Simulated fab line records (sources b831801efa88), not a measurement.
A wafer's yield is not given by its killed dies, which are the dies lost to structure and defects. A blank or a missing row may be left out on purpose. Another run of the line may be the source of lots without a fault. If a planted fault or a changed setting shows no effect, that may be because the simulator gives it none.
Which tool did it? / flow sky130 / 36 wafers from 12 lots sampled at 2 of the route's 708 steps

WHAT EACH GAUGE READ, for each wafer
SKY_POLY_CUT_OVL_MEAS_09.
lot=L075; measured=day 24 03:26; on=overlay-01; POLY_CUT_OVL (nm)=-1 6 9
lot=L077; measured=day 25 04:49; on=overlay-02; POLY_CUT_OVL (nm)=-8 -4 -4
lot=L079; measured=day 27 02:47; on=overlay-02; POLY_CUT_OVL (nm)=-1 7 4
lot=L081; measured=day 27 06:49; on=overlay-02; POLY_CUT_OVL (nm)=5 4 1
lot=L083; measured=day 27 16:13; on=overlay-02; POLY_CUT_OVL (nm)=1 -6 -7
lot=L085; measured=day 28 15:28; on=overlay-02; POLY_CUT_OVL (nm)=-3 -3 -5
lot=L087; measured=day 29 06:58; on=overlay-01; POLY_CUT_OVL (nm)=1 4 4
lot=L089; measured=day 29 16:56; on=overlay-02; POLY_CUT_OVL (nm)=-5 -4 -9
lot=L091; measured=day 30 04:35; on=overlay-02; POLY_CUT_OVL (nm)=4 -4 -6
lot=L093; measured=day 30 20:07; on=overlay-01; POLY_CUT_OVL (nm)=-4 0 -3
lot=L095; measured=day 31 04:31; on=overlay-01; POLY_CUT_OVL (nm)=2 10 3
lot=L097; measured=day 32 00:47; on=overlay-02; POLY_CUT_OVL (nm)=3 4 0

TOOL THAT RAN EACH LOT (tool first, then ch and the chambers of the sampled wafers, then the start)
lot=L075; SKY_FIELD_ISO_ETCH_15=rie_diel-04 ch 0,1,2, day 2 09:06
lot=L077; SKY_FIELD_ISO_ETCH_15=rie_diel-01 ch 1,2,3, day 2 19:39
lot=L079; SKY_FIELD_ISO_ETCH_15=rie_diel-01 ch 0,1, day 3 06:42
lot=L081; SKY_FIELD_ISO_ETCH_15=rie_diel-03 ch 0,1, day 3 18:35
lot=L083; SKY_FIELD_ISO_ETCH_15=rie_diel-04 ch 1,2,3, day 4 02:09
lot=L085; SKY_FIELD_ISO_ETCH_15=rie_diel-04 ch 0,2,3, day 4 16:21
lot=L087; SKY_FIELD_ISO_ETCH_15=rie_diel-03 ch 0,2, day 5 00:47
lot=L089; SKY_FIELD_ISO_ETCH_15=rie_diel-04 ch 2,3, day 5 10:10
lot=L091; SKY_FIELD_ISO_ETCH_15=rie_diel-03 ch 1,2,3, day 5 21:17
lot=L093; SKY_FIELD_ISO_ETCH_15=rie_diel-01 ch 0,1,3, day 6 10:11
lot=L095; SKY_FIELD_ISO_ETCH_15=rie_diel-04 ch 1,2, day 6 17:54
lot=L097; SKY_FIELD_ISO_ETCH_15=rie_diel-01 ch 1,2,3, day 7 06:21
- SKY_FIELD_ISO_ETCH_15: etches the open film in CHF3/O2, stops on Si, target depth 180 nm, time 72 s.

THE ANSWER, worked out from the rows above alone
Rule: the lots themselves supply what counts as usual. Put in order of their means at a reading, lots are off if they are a third of the lots or fewer, leave a main group of 4 or more, and stand apart from it by a gap of 3 or more times the standard deviation of the main group's means; of several such gaps the widest counts. Not used: any main group whose means are identical at the precision the tables above print for the reading. A lot without any number at a reading at which 4 lots or more have one is off too. Any other lot the step has rows for is counted as sound.
Nothing can be told from this: no lot is off at any reading shown.

WHAT THE SIMULATOR HAD PUT IN
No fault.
